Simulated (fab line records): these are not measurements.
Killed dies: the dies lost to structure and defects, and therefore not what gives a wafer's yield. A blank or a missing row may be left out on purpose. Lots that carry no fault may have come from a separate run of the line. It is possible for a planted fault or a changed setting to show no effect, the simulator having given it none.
fab line records	flow sky130	part 1 of 2: steps 1 to 26 of 38
record lots=5	wafers=15	last-day=49
route steps=708 shown RES_PROTECT@207 POLY_GATE@213 LDD_N@237
lots untouched by any fault: they come from a run of this same line in which no faults occurred
start-h: hours from the record's opening day to when the first of the lot's shown wafers began	wait-h: time in hours since the lot's previous step	" repeats the value in the row above	L1.1+2: a row that stands for several wafers	- no value, or no start was given	* or withheld: withheld	< > ~ a bound
route shown NAME@n: names a module that has steps shown in the file, with the first one's number in the route	usual: mean/standard deviation taken from wafers without a fault	same: alike in all rows	chamber/n: place in a boat	sites: per-site readings	_std_site: standard deviation of those values	_edge_site: mean of outer sites minus mean of inner sites	radius-mm: for every site, how far away it sits from the centre of the wafer	mask NAME#n: copy n	behind: the last tool/chamber to shape the wafer	hold: why the lot was held/for how many hours/how that ended	device: the n, p or np transistor that did not switch	end of line: tests run on the same wafers once the route is complete	for a step that has no rows: nothing shown but its recipe	killed: dies lost to structure and defects at the first sort, not the wafer's yield	map: dies across one wafer; x = killed, . = not, _ = none there
set.NAME: the run value of the setting; set.NAME@STEP: its run value at that earlier step	model.NAME: the simulator's own value behind a step, which no gauge read
lots at selected steps of the route; one table per step, one row per wafer
services: when a tool's chamber went out of use (start-h, in hours from the record's first day, below 0 if earlier), for how many hours, and the reason
## steps
# step SKY_RES_PROTECT_HMDS_01
# recipe prime-time-s=60	prime-temp-c=120
lot.wafer	tool	chamber	start-h	wait-h
L077.1+2+4	litho-track-04	0	356.72	0.1
L080.1+5+6	litho-track-01	0	375.20	0.1
L084.2+3+5	litho-track-03	0	409.74	0.1
L087.2+4+6	litho-track-03	0	433.19	0.1
L091.2+3+5	litho-track-01	0	480.53	0.1
# step SKY_RES_PROTECT_COAT_02
# recipe resist=NOVOLAK	spin-rpm=3000	resist-thk-nm=1140
# usual dispense-pressure-kPa=52/5.8
lot.wafer	tool	chamber	start-h	wait-h	dispense-pressure-kPa
L077.1	litho-track-04	0	356.87	0.1	54
L077.2	"	0	"	"	54
L077.4	"	0	"	"	54
L080.1	litho-track-01	0	375.35	0.1	58
L080.5	"	0	"	"	58
L080.6	"	0	"	"	58
L084.2	litho-track-03	0	409.89	0.1	46
L084.3	"	0	"	"	46
L084.5	"	0	"	"	46
L087.2	litho-track-03	0	433.34	0.1	46
L087.4	"	0	"	"	46
L087.6	"	0	"	"	46
L091.2	litho-track-01	0	480.68	0.1	58
L091.3	"	0	"	"	58
L091.5	"	0	"	"	58
# step SKY_RES_PROTECT_SOFTBAKE_03
# recipe temp-c=90	time-s=60	resist=NOVOLAK
lot.wafer	tool	chamber	start-h	wait-h
L077.1+2+4	litho-track-04	0	357.02	0.1
L080.1+5+6	litho-track-01	0	375.50	0.1
L084.2+3+5	litho-track-03	0	410.04	0.1
L087.2+4+6	litho-track-03	0	433.49	0.1
L091.2+3+5	litho-track-01	0	480.83	0.1
# step SKY_RES_PROTECT_EXPOSE_04
# recipe mask-id=RPM	na=0.6	source-shape=conventional	sigma-outer=0.6	polarization=unpolarized	target-cd-nm=1270	dose-mj=131
# usual focus-offset-nm=0.1/0.48
# same sigma-outer=0.6
lot.wafer	tool	chamber	start-h	wait-h	mask	focus-offset-nm
L077.1	iline-stepper-02	0	-	-	RPM#0	1.0
L077.2	"	0	"	"	RPM#0	0.8
L077.4	"	0	"	"	RPM#0	0.8
L080.1	iline-stepper-02	0	-	-	RPM#0	0.5
L080.5	"	0	"	"	RPM#0	-0.4
L080.6	"	0	"	"	RPM#0	0.1
L084.2	iline-stepper-01	0	-	-	RPM#0	-0.3
L084.3	"	0	"	"	RPM#0	0.4
L084.5	"	0	"	"	RPM#0	0.0
L087.2	iline-stepper-01	0	-	-	RPM#0	0.3
L087.4	"	0	"	"	RPM#0	-0.3
L087.6	"	0	"	"	RPM#0	-0.1
L091.2	iline-stepper-02	0	-	-	RPM#0	-0.1
L091.3	"	0	"	"	RPM#0	-0.2
L091.5	"	0	"	"	RPM#0	-1.0
# step SKY_RES_PROTECT_PEB_05
# recipe temp-c=withheld	time-s=*	resist=NOVOLAK
lot.wafer	tool	chamber	start-h	wait-h
L077.1+2+4	litho-track-01	0	-	-
L080.1+5+6	litho-track-03	0	-	-
L084.2+3+5	litho-track-03	0	-	-
L087.2+4+6	litho-track-01	0	-	-
L091.2+3+5	litho-track-01	0	-	-
# step SKY_RES_PROTECT_DEVELOP_06
# recipe resist=NOVOLAK	developer=TMAH	develop-time-s=60	dev-temp-c=23
# usual developer-temp-C=23.00/0.093
lot.wafer	tool	chamber	start-h	wait-h	developer-temp-C
L077.1	litho-track-01	0	369.75	0.1	23.04
L077.2	"	0	"	"	23.04
L077.4	"	0	"	"	22.89
L080.1	litho-track-03	0	390.51	0.1	22.87
L080.5	"	0	"	"	23.06
L080.6	"	0	"	"	23.11
L084.2	litho-track-03	0	425.79	0.1	23.23
L084.3	"	0	"	"	23.22
L084.5	"	0	"	"	23.10
L087.2	litho-track-01	0	449.88	0.1	22.95
L087.4	"	0	"	"	22.89
L087.6	"	0	"	"	22.99
L091.2	litho-track-01	0	495.68	0.1	22.94
L091.3	"	0	"	"	22.91
L091.5	"	0	"	"	23.05
# step SKY_POLY_GATE_IMPLANT_02
# recipe species=P	energy-kev=30	dose-cm2=7.7e+15	tilt-deg=0
# usual beam-on-s=33.2/2.6	faraday-current-uA=12830/1100
# same implant-ion-amu=31
lot.wafer	tool	chamber	start-h	wait-h	beam-on-s	faraday-current-uA
L077.1	implanter-01	0	369.90	0.1	34.6	12247
L077.2	"	0	"	"	34.0	12443
L077.4	"	0	"	"	35.0	12129
L080.1	implanter-03	0	390.66	0.1	28.6	14776
L080.5	"	0	"	"	28.6	14783
L080.6	"	0	"	"	28.5	14672
L084.2	implanter-02	0	425.94	0.1	35.0	12137
L084.3	"	0	"	"	34.1	12410
L084.5	"	0	"	"	34.5	12280
L087.2	implanter-02	0	450.03	0.1	35.3	12056
L087.4	"	0	"	"	34.6	12197
L087.6	"	0	"	"	35.5	11958
L091.2	implanter-01	0	495.83	0.1	33.5	12659
L091.3	"	0	"	"	33.5	12640
L091.5	"	0	"	"	34.3	12438
# step SKY_RES_PROTECT_STRIP_07
# recipe chemistry=O2/N2	power-w=1400	pressure-mtorr=1500	platen-temp-c=withheld	o2-flow-sccm=3000	n2-flow-sccm=300	overash-fraction=0.5
# usual drypump-motor-current-A=5.78/0.21	oes-product-au=0.519/0.0045	strip-time-to-endpoint-s=23.32/0.039
lot.wafer	tool	chamber	start-h	wait-h	drypump-motor-current-A	oes-product-au	rf-hours-counter-h	strip-time-to-endpoint-s
L077.1	plasma-asher-04	1	370.05	0.1	5.88	0.528	66	23.34
L077.2	"	0	"	"	5.79	0.520	66	23.38
L077.4	"	0	"	"	5.81	0.513	-	23.37
L080.1	plasma-asher-01	1	390.81	0.1	5.74	0.509	60	23.32
L080.5	"	0	"	"	5.27	0.518	-	23.35
L080.6	"	1	"	"	5.76	0.516	-	23.40
L084.2	plasma-asher-01	1	426.06	0.1	5.73	0.525	64	23.37
L084.3	"	0	"	"	5.30	0.517	-	23.39
L084.5	"	1	"	"	5.72	0.519	-	23.39
L087.2	plasma-asher-03	1	450.15	0.1	5.97	0.517	1	23.36
L087.4	"	1	"	"	5.96	0.522	-	23.31
L087.6	"	0	"	"	5.85	0.523	-	23.31
L091.2	plasma-asher-01	1	495.95	0.1	5.79	0.521	72	23.33
L091.3	"	0	"	"	5.25	0.518	-	23.33
L091.5	"	1	"	"	5.74	0.508	-	23.33
# step SKY_RES_PROTECT_TW_MEAS_08
# usual POLY_GATE_TW=4024/35
lot.wafer	tool	chamber	start-h	wait-h	POLY_GATE_TW
L077.1	film-metro-03	-	370.15	0.1	3993
L077.2	"	-	"	"	3967
L077.4	"	-	"	"	4001
L080.1	film-metro-04	-	390.91	0.1	4047
L080.5	"	-	"	"	4022
L080.6	"	-	"	"	4017
L084.2	film-metro-01	-	426.17	0.1	4036
L084.3	"	-	"	"	3997
L084.5	"	-	"	"	4029
L087.2	film-metro-04	-	450.26	0.1	4106
L087.4	"	-	"	"	4080
L087.6	"	-	"	"	4093
L091.2	film-metro-03	-	496.06	0.1	4010
L091.3	"	-	"	"	4018
L091.5	"	-	"	"	4019
# step SKY_RES_PROTECT_CLEAN_09
# recipe chemistry=SC1/SC2	mix=1:4:20	temp-c=70	time-s=150	dry=n2-spin
lot.wafer	tool	chamber	start-h	wait-h
L077.1+2+4	wet-bench-02	0	370.21	0.1
L080.1+5+6	wet-bench-02	3	390.97	0.1
L084.2+3+5	wet-bench-03	0	426.22	0.0
L087.2+4+6	wet-bench-02	2	450.31	0.0
L091.2+3+5	wet-bench-04	0	496.11	0.0
# step SKY_POLY_GATE_CVD_03
# recipe material=Si3N4	precursor=DCS/NH3	target-thk-nm=75	temp-c=770	time-s=1290	pressure-mtorr=250
# usual spike-tc-bottom-C=786.8/1	spike-tc-upper-C=770.2/1.1	zone-power-lower-pct=11.5/0.48
lot.wafer	tool	chamber	start-h	wait-h	spike-tc-bottom-C	spike-tc-upper-C	zone-power-lower-pct
L077.1	lpcvd-02	1	370.26	0.0	787.1	769.5	11.2
L077.2	"	1	"	"	785.9	770.8	11.0
L077.4	"	1	"	"	785.8	770.9	11.2
L080.1	lpcvd-02	1	391.62	0.5	787.2	772.1	11.1
L080.5	"	1	"	"	788.6	769.7	10.8
L080.6	"	1	"	"	787.1	771.1	11.0
L084.2	lpcvd-02	0	426.89	0.6	785.8	768.3	12.1
L084.3	"	0	"	"	786.3	771.2	12.1
L084.5	"	0	"	"	787.0	769.0	12.1
L087.2	lpcvd-02	1	450.36	0.0	788.4	769.5	11.0
L087.4	"	1	"	"	787.3	770.9	11.1
L087.6	"	1	"	"	787.9	771.7	10.9
L091.2	lpcvd-02	0	497.08	0.9	785.0	770.1	12.0
L091.3	"	0	"	"	786.3	767.8	12.1
L091.5	"	0	"	"	786.7	771.0	12.1
# step SKY_POLY_GATE_THK_MEAS_04
# recipe reads=Si3N4_of_POLY_GATE_CVD_03
# usual POLY_GATE_CVD_03_THK=74.6/0.74
lot.wafer	tool	chamber	start-h	wait-h	POLY_GATE_CVD_03_THK[nm]
L077.1	film-metro-02	-	371.62	0.0	74.0
L077.2	"	-	"	"	73.6
L077.4	"	-	"	"	74.2
L080.1	film-metro-01	-	392.97	0.0	73.7
L080.5	"	-	"	"	74.0
L080.6	"	-	"	"	74.1
L084.2	film-metro-02	-	428.26	0.0	75.7
L084.3	"	-	"	"	75.4
L084.5	"	-	"	"	74.7
L087.2	film-metro-01	-	451.73	0.0	75.8
L087.4	"	-	"	"	75.8
L087.6	"	-	"	"	75.4
L091.2	film-metro-03	-	498.45	0.0	75.7
L091.3	"	-	"	"	74.9
L091.5	"	-	"	"	75.2
# step SKY_POLY_GATE_DEHYDRATE_05
# recipe temp-c=200	time-s=60
lot.wafer	tool	chamber	start-h	wait-h
L077.1+2+4	litho-track-04	0	385.97	14.3
L080.1+5+6	litho-track-04	0	406.22	13.2
L084.2+3+5	litho-track-03	0	442.74	14.5
L087.2+4+6	litho-track-04	0	465.44	13.7
L091.2+3+5	litho-track-04	0	513.34	14.9
# step SKY_POLY_GATE_HMDS_06
# recipe prime-time-s=60	prime-temp-c=120
lot.wafer	tool	chamber	start-h	wait-h
L077.1+2+4	litho-track-04	0	386.12	0.1
L080.1+5+6	litho-track-04	0	406.37	0.1
L084.2+3+5	litho-track-03	0	442.89	0.1
L087.2+4+6	litho-track-04	0	465.59	0.1
L091.2+3+5	litho-track-04	0	513.49	0.1
# step SKY_POLY_GATE_COAT_07
# recipe resist=BARC	temp-c=withheld	time-s=withheld	spin-rpm=3000	resist-thk-nm=110
# usual dispense-pressure-kPa=54/3.6
lot.wafer	tool	chamber	start-h	wait-h	dispense-pressure-kPa
L077.1	litho-track-04	0	386.27	0.1	54
L077.2	"	0	"	"	54
L077.4	"	0	"	"	54
L080.1	litho-track-04	0	406.52	0.1	54
L080.5	"	0	"	"	54
L080.6	"	0	"	"	54
L084.2	litho-track-03	0	443.04	0.1	46
L084.3	"	0	"	"	46
L084.5	"	0	"	"	46
L087.2	litho-track-04	0	465.74	0.1	54
L087.4	"	0	"	"	54
L087.6	"	0	"	"	54
L091.2	litho-track-04	0	513.64	0.1	54
L091.3	"	0	"	"	54
L091.5	"	0	"	"	54
# step SKY_POLY_GATE_COAT_08
# recipe resist=KrF-thick	spin-rpm=3000	resist-thk-nm=450
# usual dispense-pressure-kPa=54/3.6
lot.wafer	tool	chamber	start-h	wait-h	dispense-pressure-kPa
L077.1	litho-track-04	0	-	-	54
L077.2	"	0	"	"	54
L077.4	"	0	"	"	54
L080.1	litho-track-04	0	-	-	54
L080.5	"	0	"	"	54
L080.6	"	0	"	"	54
L084.2	litho-track-03	0	-	-	46
L084.3	"	0	"	"	46
L084.5	"	0	"	"	46
L087.2	litho-track-04	0	-	-	54
L087.4	"	0	"	"	54
L087.6	"	0	"	"	54
L091.2	litho-track-04	0	-	-	54
L091.3	"	0	"	"	54
L091.5	"	0	"	"	54
# step SKY_POLY_GATE_SOFTBAKE_09
# recipe temp-c=100	time-s=90	resist=KrF-thick
lot.wafer	tool	chamber	start-h	wait-h
L077.1+2+4	litho-track-04	0	-	-
L080.1+5+6	litho-track-04	0	-	-
L084.2+3+5	litho-track-03	0	-	-
L087.2+4+6	litho-track-04	0	-	-
L091.2+3+5	litho-track-04	0	-	-
# step SKY_POLY_GATE_EXPOSE_10
# recipe mask-id=P1M	na=0.68	source-shape=conventional	sigma-outer=0.6	target-cd-nm=150	dose-mj=28
# usual focus-offset-nm=0.1/0.47
# same sigma-outer=0.6
lot.wafer	tool	chamber	start-h	wait-h	mask	focus-offset-nm
L077.1	krf-scanner-01	0	-	-	P1M#0	0.3
L077.2	"	0	"	"	P1M#0	0.0
L077.4	"	0	"	"	P1M#0	-0.1
L080.1	krf-scanner-02	0	-	-	P1M#0	-0.2
L080.5	"	0	"	"	P1M#0	0.0
L080.6	"	0	"	"	P1M#0	-0.3
L084.2	krf-scanner-02	0	-	-	P1M#0	-0.2
L084.3	"	0	"	"	P1M#0	0.1
L084.5	"	0	"	"	P1M#0	0.7
L087.2	krf-scanner-02	0	-	-	P1M#0	0.3
L087.4	"	0	"	"	P1M#0	0.8
L087.6	"	0	"	"	P1M#0	0.2
L091.2	krf-scanner-01	0	-	-	P1M#0	-0.1
L091.3	"	0	"	"	P1M#0	-0.1
L091.5	"	0	"	"	P1M#0	0.0
# step SKY_POLY_GATE_PEB_11
# recipe peb-temp-c=withheld	peb-time-s=withheld	resist=KrF-thick
lot.wafer	tool	chamber	start-h	wait-h
L077.1+2+4	litho-track-03	0	-	-
L080.1+5+6	litho-track-03	0	-	-
L084.2+3+5	litho-track-02	0	-	-
L087.2+4+6	litho-track-04	0	-	-
L091.2+3+5	litho-track-03	0	-	-
# step SKY_POLY_GATE_DEVELOP_12
# recipe develop-time-s=60	resist=KrF-thick	dev-temp-c=21
# usual developer-temp-C=21.03/0.11
lot.wafer	tool	chamber	start-h	wait-h	developer-temp-C
L077.1	litho-track-03	0	-	-	20.82
L077.2	"	0	"	"	20.97
L077.4	"	0	"	"	20.91
L080.1	litho-track-03	0	-	-	20.98
L080.5	"	0	"	"	21.03
L080.6	"	0	"	"	21.17
L084.2	litho-track-02	0	-	-	20.89
L084.3	"	0	"	"	21.08
L084.5	"	0	"	"	20.85
L087.2	litho-track-04	0	-	-	21.14
L087.4	"	0	"	"	20.97
L087.6	"	0	"	"	21.07
L091.2	litho-track-03	0	-	-	21.14
L091.3	"	0	"	"	21.20
L091.5	"	0	"	"	21.11
# step SKY_POLY_GATE_CD_MEAS_13
# recipe target-cd-nm=150
# usual cd-nm=150.2/1.2
lot.wafer	tool	chamber	start-h	wait-h	cd-nm
L077.1	cd-sem-01	-	400.81	-	151.1
L077.2	"	-	"	"	150.5
L077.4	"	-	"	"	150.0
L080.1	cd-sem-01	-	422.51	-	150.5
L080.5	"	-	"	"	150.8
L080.6	"	-	"	"	150.2
L084.2	cd-sem-02	-	459.21	-	149.6
L084.3	"	-	"	"	149.5
L084.5	"	-	"	"	147.5
L087.2	cd-sem-02	-	481.94	-	153.2
L087.4	"	-	"	"	152.5
L087.6	"	-	"	"	150.6
L091.2	cd-sem-02	-	528.53	-	150.7
L091.3	"	-	"	"	150.2
L091.5	"	-	"	"	148.8
# step SKY_POLY_GATE_OVL_MEAS_14
# usual POLY_GATE_OVL=-3/5.3
lot.wafer	tool	chamber	start-h	wait-h	POLY_GATE_OVL[nm]
L077.1	overlay-01	-	400.93	0.1	-7
L077.2	"	-	"	"	-10
L077.4	"	-	"	"	-3
L080.1	overlay-01	-	422.63	0.1	-4
L080.5	"	-	"	"	8
L080.6	"	-	"	"	-5
L084.2	overlay-02	-	459.31	0.1	-6
L084.3	"	-	"	"	-7
L084.5	"	-	"	"	-6
L087.2	overlay-02	-	482.04	0.1	-4
L087.4	"	-	"	"	-5
L087.6	"	-	"	"	-8
L091.2	overlay-01	-	528.64	0.1	-5
L091.3	"	-	"	"	-2
L091.5	"	-	"	"	6
# step SKY_POLY_GATE_ETCH_15
# recipe chemistry=N2/H2	target=BARC	ion-energy-ev=200	source-w=500	bias-w=100	pressure-mtorr=30	n2-flow-sccm=100	h2-flow-sccm=200	stop-on=SiO2	time-s=118.5	target-depth-a=1100
# usual drypump-motor-current-A=5.8/0.36	oes-product-au=0.716/0.0046	throttle-valve-pct=13.213/0.01
lot.wafer	tool	chamber	start-h	wait-h	drypump-motor-current-A	oes-product-au	rf-hours-counter-h	throttle-valve-pct
L077.1	rie-diel-02	3	400.97	0.0	5.9	0.721	46	13.213
L077.2	"	1	"	"	5.9	0.720	6	13.193
L077.4	"	2	"	"	5.9	0.717	-	13.234
L080.1	rie-diel-01	1	422.67	0.0	5.9	0.722	82	13.214
L080.5	"	2	"	"	6.2	0.714	-	13.194
L080.6	"	3	"	"	6.2	0.718	-	13.228
L084.2	rie-diel-01	1	459.34	0.0	5.9	0.719	83	13.200
L084.3	"	3	"	"	6.3	0.714	1	13.212
L084.5	"	3	"	"	6.3	0.717	-	13.208
L087.2	rie-diel-02	2	482.07	0.0	5.8	0.719	59	13.228
L087.4	"	1	"	"	5.9	0.720	7	13.216
L087.6	"	0	"	"	5.8	0.707	-	13.207
L091.2	rie-diel-01	2	528.67	0.0	6.2	0.715	5	13.207
L091.3	"	3	"	"	6.3	0.714	2	13.219
L091.5	"	3	"	"	6.3	0.714	-	13.213
# step SKY_POLY_GATE_ETCH_16
# recipe stop-on=poly-Si	chemistry=CH3F/O2	target=Si3N4	source-w=400	bias-w=80	pressure-mtorr=25	ch3f-flow-sccm=40	O2_flow_sccm=30	time-s=147.5	target-depth-a=750
# usual O2_flow_sccm=30.01/0.088	drypump-motor-current-A=5.8/0.36	oes-product-au=0.639/0.0053	throttle-valve-pct=10.534/0.0092
lot.wafer	tool	chamber	start-h	wait-h	O2_flow_sccm	drypump-motor-current-A	oes-product-au	rf-hours-counter-h	throttle-valve-pct
L077.1	rie-diel-02	3	401.05	0.0	30.08	5.9	0.634	46	10.530
L077.2	"	1	"	"	30.08	5.9	0.629	6	10.531
L077.4	"	2	"	"	30.04	5.9	0.637	-	10.528
L080.1	rie-diel-01	1	422.75	0.0	29.89	5.9	0.630	82	10.546
L080.5	"	2	"	"	30.07	6.2	0.632	-	10.537
L080.6	"	3	"	"	30.02	6.2	0.640	-	10.533
L084.2	rie-diel-01	1	459.43	0.0	30.01	5.9	0.650	83	10.532
L084.3	"	3	"	"	29.85	6.2	0.647	1	10.556
L084.5	"	3	"	"	29.96	6.2	0.639	-	10.533
L087.2	rie-diel-02	2	482.16	0.0	30.03	5.9	0.642	59	10.528
L087.4	"	1	"	"	30.06	5.9	0.640	7	10.514
L087.6	"	0	"	"	30.23	5.8	0.636	-	10.521
L091.2	rie-diel-01	2	528.75	0.0	30.08	6.2	0.646	6	10.538
L091.3	"	3	"	"	29.98	6.3	0.634	2	10.538
L091.5	"	3	"	"	30.02	6.3	0.648	-	10.540
# step SKY_POLY_GATE_ETCH_17
# recipe target-depth-nm=180	stop-on=SiO2	over-etch-frac=0.56667	chemistry=HBr/Cl2	target=poly-Si	icp-w=400	bias-w=100	pressure-mtorr=10	HBr_flow_sccm=150	Cl2_flow_sccm=50	time-s=70.5
# usual drypump-motor-current-A=5.6/0.5	oes-product-au=0.987/0.0078	throttle-valve-pct=33.685/0.0093
lot.wafer	tool	chamber	start-h	wait-h	drypump-motor-current-A	oes-product-au	rf-hours-counter-h	throttle-valve-pct
L077.1	rie-si-02	3	401.15	0.0	6.5	0.985	4	33.685
L077.2	"	1	"	"	5.7	0.984	40	33.698
L077.4	"	2	"	"	5.3	0.980	3	33.690
L080.1	rie-si-01	3	422.85	0.0	5.4	0.981	66	33.689
L080.5	"	2	"	"	5.5	0.991	-	33.687
L080.6	"	3	"	"	5.4	0.997	-	33.693
L084.2	rie-si-02	1	459.52	0.0	5.6	0.987	41	33.690
L084.3	"	2	"	"	5.3	0.983	3	33.674
L084.5	"	0	"	"	6.2	0.983	-	33.682
L087.2	rie-si-01	0	482.25	0.0	4.9	0.993	3	33.677
L087.4	"	3	"	"	5.4	1.003	0	33.665
L087.6	"	1	"	"	5.2	0.988	-	33.690
L091.2	rie-si-01	0	528.85	0.0	4.9	0.976	3	33.687
L091.3	"	1	"	"	5.2	0.995	2	33.689
L091.5	"	2	"	"	5.5	0.982	-	33.687
# step SKY_POLY_GATE_STRIP_18
# recipe chemistry=O2/N2	power-w=1400	pressure-mtorr=1500	platen-temp-c=withheld	o2-flow-sccm=3000	n2-flow-sccm=300	overash-fraction=0.5
# usual drypump-motor-current-A=5.8/0.47	oes-product-au=0.361/0.0045	strip-time-to-endpoint-s=3.160/0.03
lot.wafer	tool	chamber	start-h	wait-h	drypump-motor-current-A	oes-product-au	rf-hours-counter-h	strip-time-to-endpoint-s
L077.1	plasma-asher-02	1	401.21	0.0	5.5	0.366	26	3.133
L077.2	"	0	"	"	6.6	0.363	26	3.140
L077.4	"	1	"	"	5.4	0.364	-	3.148
L080.1	plasma-asher-01	1	422.91	0.0	5.8	0.357	63	3.178
L080.5	"	1	"	"	5.7	0.357	-	3.157
L080.6	"	0	"	"	5.3	0.357	-	3.137
L084.2	plasma-asher-01	0	459.58	0.0	5.2	0.358	68	3.161
L084.3	"	0	"	"	5.3	0.361	-	3.144
L084.5	"	1	"	"	5.7	0.359	-	3.138
L087.2	plasma-asher-03	1	482.31	0.0	5.9	0.362	5	3.182
L087.4	"	1	"	"	6.0	0.359	-	3.169
L087.6	"	1	"	"	6.0	0.359	-	3.177
L091.2	plasma-asher-02	1	528.90	0.0	5.4	0.356	35	3.179
L091.3	"	0	"	"	6.6	0.361	-	3.173
L091.5	"	1	"	"	5.4	0.362	-	3.128
